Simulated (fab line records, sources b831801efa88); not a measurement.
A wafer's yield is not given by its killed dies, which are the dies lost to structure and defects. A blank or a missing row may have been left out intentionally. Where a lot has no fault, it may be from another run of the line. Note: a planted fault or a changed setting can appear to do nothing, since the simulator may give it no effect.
Which of the tools did it? || flow sfq line || 42 wafers from 14 lots sampled at 4 of the route's 325 steps

== WHAT THE GAUGES SHOWED, per wafer ==
SFQ_M2_OVL_MEAS_916.
{"lot": "L555", "measured": "day 24 06:48", "on": "overlay-01", "M2_OVL (nm)": "-4 -5 -1"}
{"lot": "L556", "measured": "day 24 13:04", "on": "overlay-01", "M2_OVL (nm)": "-2 -3 -4"}
{"lot": "L557", "measured": "day 24 18:52", "on": "overlay-02", "M2_OVL (nm)": "-5 -5 -2"}
{"lot": "L558", "measured": "day 24 21:34", "on": "overlay-02", "M2_OVL (nm)": "-5 -13 1"}
{"lot": "L559", "measured": "day 25 00:33", "on": "overlay-01", "M2_OVL (nm)": "-3 -3 0"}
{"lot": "L560", "measured": "day 25 02:57", "on": "overlay-01", "M2_OVL (nm)": "-7 -3 -10"}
{"lot": "L561", "measured": "day 25 05:16", "on": "overlay-01", "M2_OVL (nm)": "-5 -11 -7"}
{"lot": "L563", "measured": "day 27 09:13", "on": "overlay-01", "M2_OVL (nm)": "-4 0 1"}
{"lot": "L570", "measured": "day 39 01:20", "on": "overlay-01", "M2_OVL (nm)": "7 -3 -1"}
{"lot": "L573", "measured": "day 39 19:06", "on": "overlay-01", "M2_OVL (nm)": "-3 1 1"}
{"lot": "L574", "measured": "day 39 21:33", "on": "overlay-01", "M2_OVL (nm)": "-3 -1 0"}
{"lot": "L575", "measured": "day 40 04:44", "on": "overlay-01", "M2_OVL (nm)": "-12 -15 -12"}
{"lot": "L576", "measured": "day 40 08:21", "on": "overlay-01", "M2_OVL (nm)": "3 -6 -3"}
{"lot": "L577", "measured": "day 40 16:58", "on": "overlay-01", "M2_OVL (nm)": "-17 -12 -6"}

== WHICH TOOL RAN EACH LOT (tool, then ch and the chambers of the sampled wafers, then the start) ==
{"lot": "L555", "SFQ_TRILAYER_M1_BARC_OPEN_METAL_ETCH_054": "rie metal-03 ch 0,1, day 23 17:34", "SFQ_TRILAYER_M1_STRIP_STRIP_043": "rie metal-03 ch 0,1, day 23 18:21", "SFQ_TRILAYER_I1_VIA_ETCH_VIA_ETCH_052": "rie diel-02 ch 0,2,3, day 24 03:21"}
{"lot": "L556", "SFQ_TRILAYER_M1_BARC_OPEN_METAL_ETCH_054": "rie metal-04 ch 0,1, day 24 01:57", "SFQ_TRILAYER_M1_STRIP_STRIP_043": "rie metal-04 ch 0,1, day 24 02:08", "SFQ_TRILAYER_I1_VIA_ETCH_VIA_ETCH_052": "rie diel-04 ch 1,2,3, day 24 09:38"}
{"lot": "L557", "SFQ_TRILAYER_M1_BARC_OPEN_METAL_ETCH_054": "rie metal-02 ch 0,1, day 24 06:45", "SFQ_TRILAYER_M1_STRIP_STRIP_043": "rie metal-02 ch 0,1, day 24 06:56", "SFQ_TRILAYER_I1_VIA_ETCH_VIA_ETCH_052": "rie diel-03 ch 0,1,3, day 24 14:26"}
{"lot": "L558", "SFQ_TRILAYER_M1_BARC_OPEN_METAL_ETCH_054": "rie metal-02 ch 0,1, day 24 09:09", "SFQ_TRILAYER_M1_STRIP_STRIP_043": "rie metal-02 ch 0,1, day 24 09:20", "SFQ_TRILAYER_I1_VIA_ETCH_VIA_ETCH_052": "rie diel-04 ch 0,1, day 24 17:44"}
{"lot": "L559", "SFQ_TRILAYER_M1_BARC_OPEN_METAL_ETCH_054": "rie metal-04 ch 0,1, day 24 11:33", "SFQ_TRILAYER_M1_STRIP_STRIP_043": "rie metal-04 ch 0,1, day 24 11:44", "SFQ_TRILAYER_I1_VIA_ETCH_VIA_ETCH_052": "rie diel-03 ch 0,2,3, day 24 20:26"}
{"lot": "L560", "SFQ_TRILAYER_M1_BARC_OPEN_METAL_ETCH_054": "rie metal-03 ch 0,1, day 24 13:57", "SFQ_TRILAYER_M1_STRIP_STRIP_043": "rie metal-03 ch 0,1, day 24 14:08", "SFQ_TRILAYER_I1_VIA_ETCH_VIA_ETCH_052": "rie diel-02 ch 0,1,3, day 24 23:26"}
{"lot": "L561", "SFQ_TRILAYER_M1_BARC_OPEN_METAL_ETCH_054": "rie metal-04 ch 0,1, day 24 16:21", "SFQ_TRILAYER_M1_STRIP_STRIP_043": "rie metal-04 ch 0,1, day 24 16:32", "SFQ_TRILAYER_I1_VIA_ETCH_VIA_ETCH_052": "rie diel-04 ch 2,3, day 25 01:50"}
{"lot": "L563", "SFQ_TRILAYER_M1_BARC_OPEN_METAL_ETCH_054": "rie metal-02 ch 0,1, day 26 18:16", "SFQ_TRILAYER_M1_STRIP_STRIP_043": "rie metal-02 ch 0,1, day 26 18:37", "SFQ_TRILAYER_I1_VIA_ETCH_VIA_ETCH_052": "rie diel-02 ch 2,3, day 27 04:11"}
{"lot": "L570", "SFQ_TRILAYER_M1_BARC_OPEN_METAL_ETCH_054": "rie metal-03 ch 0,1, day 31 19:44", "SFQ_TRILAYER_M1_STRIP_STRIP_043": "rie metal-03 ch 0,1, day 31 20:06", "SFQ_TRILAYER_I1_VIA_ETCH_VIA_ETCH_052": "rie diel-04 ch 0,1,3, day 38 13:14"}
{"lot": "L573", "SFQ_TRILAYER_M1_BARC_OPEN_METAL_ETCH_054": "rie metal-02 ch 0,1, day 33 00:11", "SFQ_TRILAYER_M1_STRIP_STRIP_043": "rie metal-02 ch 0,1, day 33 00:22", "SFQ_TRILAYER_I1_VIA_ETCH_VIA_ETCH_052": "rie diel-04 ch 0,1,3, day 39 15:38"}
{"lot": "L574", "SFQ_TRILAYER_M1_BARC_OPEN_METAL_ETCH_054": "rie metal-03 ch 1, day 33 03:47", "SFQ_TRILAYER_M1_STRIP_STRIP_043": "rie metal-03 ch 1, day 33 03:58", "SFQ_TRILAYER_I1_VIA_ETCH_VIA_ETCH_052": "rie diel-03 ch 1,2, day 39 18:04"}
{"lot": "L575", "SFQ_TRILAYER_M1_BARC_OPEN_METAL_ETCH_054": "rie metal-04 ch 0,1, day 33 07:23", "SFQ_TRILAYER_M1_STRIP_STRIP_043": "rie metal-04 ch 0,1, day 33 07:34", "SFQ_TRILAYER_I1_VIA_ETCH_VIA_ETCH_052": "rie diel-04 ch 0,1,3, day 40 01:17"}
{"lot": "L576", "SFQ_TRILAYER_M1_BARC_OPEN_METAL_ETCH_054": "rie metal-04 ch 0,1, day 33 10:59", "SFQ_TRILAYER_M1_STRIP_STRIP_043": "rie metal-04 ch 0,1, day 33 11:10", "SFQ_TRILAYER_I1_VIA_ETCH_VIA_ETCH_052": "rie diel-02 ch 1,2,3, day 40 04:53"}
{"lot": "L577", "SFQ_TRILAYER_M1_BARC_OPEN_METAL_ETCH_054": "rie metal-03 ch 0,1, day 33 18:11", "SFQ_TRILAYER_M1_STRIP_STRIP_043": "rie metal-03 ch 0,1, day 33 18:22", "SFQ_TRILAYER_I1_VIA_ETCH_VIA_ETCH_052": "rie diel-03 ch 0,1,2, day 40 13:13"}
- SFQ_TRILAYER_M1_BARC_OPEN_METAL_ETCH_054: etches BARC in O2, target depth 125 nm, time 41.7 s.
- SFQ_TRILAYER_M1_STRIP_STRIP_043: strips in O2.
- SFQ_TRILAYER_I1_VIA_ETCH_VIA_ETCH_052: etches SiO2 in CHF3, stops on Nb, target depth 260 nm.

== AS READ BY THE TOOLS THEMSELVES (means over the sampled wafers that have a number; for cases with no such wafer, the mark the record gives instead) ==
SFQ_TRILAYER_M1_BARC_OPEN_METAL_ETCH_054.
{"lot": "L555", "tool": "rie metal-03", "bias w (W)": 82.96, "drypump motor current A (A)": 6.1, "oes product au (a.u.)": 0.691}
{"lot": "L556", "tool": "rie metal-04", "bias w (W)": 83.09, "drypump motor current A (A)": 5.3, "oes product au (a.u.)": 0.681}
{"lot": "L557", "tool": "rie metal-02", "bias w (W)": 83.19, "drypump motor current A (A)": 5.8, "oes product au (a.u.)": 0.687}
{"lot": "L558", "tool": "rie metal-02", "bias w (W)": 82.99, "drypump motor current A (A)": 5.8, "oes product au (a.u.)": 0.689}
{"lot": "L559", "tool": "rie metal-04", "bias w (W)": 82.92, "drypump motor current A (A)": 5.6, "oes product au (a.u.)": 0.686}
{"lot": "L560", "tool": "rie metal-03", "bias w (W)": 83.24, "drypump motor current A (A)": 6.1, "oes product au (a.u.)": 0.684}
{"lot": "L561", "tool": "rie metal-04", "bias w (W)": 83.00, "drypump motor current A (A)": 5.3, "oes product au (a.u.)": 0.687}
{"lot": "L563", "tool": "rie metal-02", "bias w (W)": 82.88, "drypump motor current A (A)": 5.7, "oes product au (a.u.)": 0.684}
{"lot": "L570", "tool": "rie metal-03", "bias w (W)": 82.98, "drypump motor current A (A)": 6.0, "oes product au (a.u.)": 0.686}
{"lot": "L573", "tool": "rie metal-02", "bias w (W)": 83.19, "drypump motor current A (A)": 5.7, "oes product au (a.u.)": 0.681}
{"lot": "L574", "tool": "rie metal-03", "bias w (W)": 82.66, "drypump motor current A (A)": 6.0, "oes product au (a.u.)": 0.685}
{"lot": "L575", "tool": "rie metal-04", "bias w (W)": 83.22, "drypump motor current A (A)": 5.6, "oes product au (a.u.)": 0.683}
{"lot": "L576", "tool": "rie metal-04", "bias w (W)": 82.89, "drypump motor current A (A)": 5.6, "oes product au (a.u.)": 0.683}
{"lot": "L577", "tool": "rie metal-03", "bias w (W)": 83.09, "drypump motor current A (A)": 6.1, "oes product au (a.u.)": 0.688}

SFQ_TRILAYER_M1_STRIP_STRIP_043.
{"lot": "L555", "tool": "rie metal-03", "drypump motor current A (A)": 6.1, "oes product au (a.u.)": 0.993}
{"lot": "L556", "tool": "rie metal-04", "drypump motor current A (A)": 5.4, "oes product au (a.u.)": 1.004}
{"lot": "L557", "tool": "rie metal-02", "drypump motor current A (A)": 5.7, "oes product au (a.u.)": 1.002}
{"lot": "L558", "tool": "rie metal-02", "drypump motor current A (A)": 5.7, "oes product au (a.u.)": 0.996}
{"lot": "L559", "tool": "rie metal-04", "drypump motor current A (A)": 5.6, "oes product au (a.u.)": 1.005}
{"lot": "L560", "tool": "rie metal-03", "drypump motor current A (A)": 6.1, "oes product au (a.u.)": 1.006}
{"lot": "L561", "tool": "rie metal-04", "drypump motor current A (A)": 5.3, "oes product au (a.u.)": 0.999}
{"lot": "L563", "tool": "rie metal-02", "drypump motor current A (A)": 5.8, "oes product au (a.u.)": 0.998}
{"lot": "L570", "tool": "rie metal-03", "drypump motor current A (A)": 6.0, "oes product au (a.u.)": 1.000}
{"lot": "L573", "tool": "rie metal-02", "drypump motor current A (A)": 5.7, "oes product au (a.u.)": 0.994}
{"lot": "L574", "tool": "rie metal-03", "drypump motor current A (A)": 6.0, "oes product au (a.u.)": 0.998}
{"lot": "L575", "tool": "rie metal-04", "drypump motor current A (A)": 5.6, "oes product au (a.u.)": 0.999}
{"lot": "L576", "tool": "rie metal-04", "drypump motor current A (A)": 5.6, "oes product au (a.u.)": 0.998}
{"lot": "L577", "tool": "rie metal-03", "drypump motor current A (A)": 6.1, "oes product au (a.u.)": 0.998}

SFQ_TRILAYER_I1_VIA_ETCH_VIA_ETCH_052.
{"lot": "L555", "tool": "rie diel-02", "bias w (W)": 80.05, "drypump motor current A (A)": 5.6, "oes product au (a.u.)": 0.860}
{"lot": "L556", "tool": "rie diel-04", "bias w (W)": 80.02, "drypump motor current A (A)": 5.6, "oes product au (a.u.)": 0.856}
{"lot": "L557", "tool": "rie diel-03", "bias w (W)": 79.93, "drypump motor current A (A)": 5.7, "oes product au (a.u.)": 0.853}
{"lot": "L558", "tool": "rie diel-04", "bias w (W)": 79.95, "drypump motor current A (A)": 5.3, "oes product au (a.u.)": 0.855}
{"lot": "L559", "tool": "rie diel-03", "bias w (W)": 80.06, "drypump motor current A (A)": 5.6, "oes product au (a.u.)": 0.855}
{"lot": "L560", "tool": "rie diel-02", "bias w (W)": 79.95, "drypump motor current A (A)": 5.5, "oes product au (a.u.)": 0.855}
{"lot": "L561", "tool": "rie diel-04", "bias w (W)": 79.70, "drypump motor current A (A)": 5.2, "oes product au (a.u.)": 0.853}
{"lot": "L563", "tool": "rie diel-02", "bias w (W)": 79.99, "drypump motor current A (A)": 5.9, "oes product au (a.u.)": 0.856}
{"lot": "L570", "tool": "rie diel-04", "bias w (W)": 80.02, "drypump motor current A (A)": 5.6, "oes product au (a.u.)": 0.852}
{"lot": "L573", "tool": "rie diel-04", "bias w (W)": 85.06, "drypump motor current A (A)": 5.6, "oes product au (a.u.)": 0.855}
{"lot": "L574", "tool": "rie diel-03", "bias w (W)": 80.02, "drypump motor current A (A)": 5.9, "oes product au (a.u.)": 0.853}
{"lot": "L575", "tool": "rie diel-04", "bias w (W)": 84.78, "drypump motor current A (A)": 5.5, "oes product au (a.u.)": 0.857}
{"lot": "L576", "tool": "rie diel-02", "bias w (W)": 80.05, "drypump motor current A (A)": 5.8, "oes product au (a.u.)": 0.852}
{"lot": "L577", "tool": "rie diel-03", "bias w (W)": 79.79, "drypump motor current A (A)": 5.6, "oes product au (a.u.)": 0.853}

== THE ANSWER, worked out from the rows above alone ==
Rule: the usual values come from the lots themselves. The widest of any qualifying gaps counts: lots, ordered by their means at a reading, are off when they make up no more than a third of the lots, leave a main group of 4 or more, and stand apart from it by 3 or more times the standard deviation of that group's means. The tables above print the reading to a certain number of digits; a main group whose means all agree to those digits is not used. A lot without any number at a reading at which 4 lots or more have one is off too. The other lots that the step has rows for count as sound. First the gauges in route order, then the tools' own readings, where a lot's mean is used as printed above. The first step at which some lot is off is used, and at that step the reading that is off furthest; a lot without a number counts as furthest.
Off: L573, L575 (SFQ_TRILAYER_I1_VIA_ETCH_VIA_ETCH_052, bias w). The main group: mean 79.96 W, standard deviation 0.11.
A tool fits if, at that step or a process step before it, it ran every lot that is off, and no sound lot after the first of them. One candidate fits, namely rie diel-04 at SFQ_TRILAYER_I1_VIA_ETCH_VIA_ETCH_052. A fault onset in the window from L570 (day 38 13:14, its last sound lot) to L573 (day 39 15:38, its first lot off) fits.
The tool's own readings at SFQ_TRILAYER_I1_VIA_ETCH_VIA_ETCH_052 bear it out: on the lots that are off they differ by more than 5 times the standard deviation of the sound lots' means. bias w reads 84.92 W there against 79.96 W on the sound lots.

== WHAT THE SIMULATOR HAD INSERTED ==
rie diel-04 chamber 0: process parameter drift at SFQ_TRILAYER_I1_VIA_ETCH_VIA_ETCH_052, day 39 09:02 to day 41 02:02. Setting bias w shifted by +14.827 from 80. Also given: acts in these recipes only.
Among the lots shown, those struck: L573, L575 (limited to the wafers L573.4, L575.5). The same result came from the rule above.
